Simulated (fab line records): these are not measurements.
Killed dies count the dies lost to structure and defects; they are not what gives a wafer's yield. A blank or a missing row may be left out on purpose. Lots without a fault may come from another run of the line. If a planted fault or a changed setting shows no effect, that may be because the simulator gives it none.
Problem report in the 8D (eight disciplines) form, filled by code | flow gf180mcu | the parts of the form that need people (team, actions taken, sign-off) are left out

1. THE ISSUE
Wafers without a fault read 399.7 nm, standard deviation 2.4; cdNm at GF_HV_LDD_CD_MEAS_31 reads a mean of 383.6 nm on 6 wafers belonging to 2 lots. That is -6.7 standard deviations from the usual mean.
The step: target cd 400 nm.
The first sign was on wafer L950.3 at day 12 12:31, on cdSem-02. The record holds 39 wafers of 13 lots with a number at this step. By rule, "out" or "out of limits" means more than 4 standard deviations away from the usual mean. All remaining wafers that have a number are taken as sound.

2. WHAT IT IS AND WHAT IT IS NOT
question                    | is                     | is not
which readings at this step | cdNm                   | -
which lots                  | L950, L954             | L946, L947, L948, L949, L953, L958, L959, L962, L963, L965, L968
which wafers of those lots  | all that have a number | -
read on which gauges        | cdSem-02               | cdSem-01
when                        | from day 12 12:31      | up to then (12 sound wafers); but 21 sound wafers of L953, L958, L959, L962, L963, L965, L968 came after

3. WHAT RULES OUT EACH SUSPECT
Counting: any tool at a process step up to the reading is kept as a suspect provided that every lot that is out went through it and no sound lot did after the first of them.
- the gauge at GF_HV_LDD_CD_MEAS_31: ruled out. All the wafers that are out were read on cdSem-02, but those of them that GF_HV_LDD_EXPOSE_28 has rows for are out there too, on other tools.
- plasmaAsher-04 at GF_VT_IMPLANT_STRIP_20 (strips in O2/N2): ruled out as a lasting fault. The sound lots L963, L965, L968 went through it after L950, its earliest lot that is out (day 7 02:40).
- ilineStepper-02 at GF_HV_LDD_EXPOSE_28 (exposes mask Nplus HV AREA, target cd 400 nm): kept. All lots that are out passed through it, beginning with L950 at day 12 02:55, and no sound lot followed; its final sound lot before that point was L949 at day 11 21:59. Out on those wafers are its own readings of exposureDoseMJCm2.
Left after counting: ilineStepper-02 at GF_HV_LDD_EXPOSE_28.

4. THE CAUSE (what the simulator had put in)
Drift in process parameters on ilineStepper-02 at GF_HV_LDD_EXPOSE_28, starting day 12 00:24. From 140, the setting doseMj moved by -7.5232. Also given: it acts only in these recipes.
Only this tool survived the counting.

5. THE EFFECT CHAIN, in route order
Each row: a reading whose mean over the struck wafers that have a number lies more than 3 standard deviations from the usual. Only readings whose record carries a usual standard deviation are examined. hours: median over the lots of the time between each lot's start at the first step of this table that gives one and its start at this step. sigmas: the change, counted in usual standard deviations.
hours | step                 | reading           | usual    | on struck wafers | change | sigmas
0     | GF_HV_LDD_EXPOSE_28  | exposureDoseMJCm2 | 140.07   | 132.62           | -7.45  | -53
10    | GF_HV_LDD_CD_MEAS_31 | cdNm              | 399.7 nm | 383.6            | -16.1  | -6.7
Here are the process steps it includes:
- GF_HV_LDD_EXPOSE_28: exposes mask Nplus HV AREA, target cd 400 nm.

6. HOW IT WOULD HAVE BEEN CAUGHT EARLIER
The first out-of-limits reading at a measuring or inspecting step in this record came at day 12 12:31, 12 hours after the fault's start at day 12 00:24.
The tool's own readings at GF_HV_LDD_EXPOSE_28 were out on every struck wafer that the step has a row for (exposureDoseMJCm2): an alarm limit on them would have fired on the first of those.
L954, from the lots that are out (2), started GF_HV_LDD_EXPOSE_28 on ilineStepper-02 later than day 12 12:31. Holding the tool at that time would have saved it.
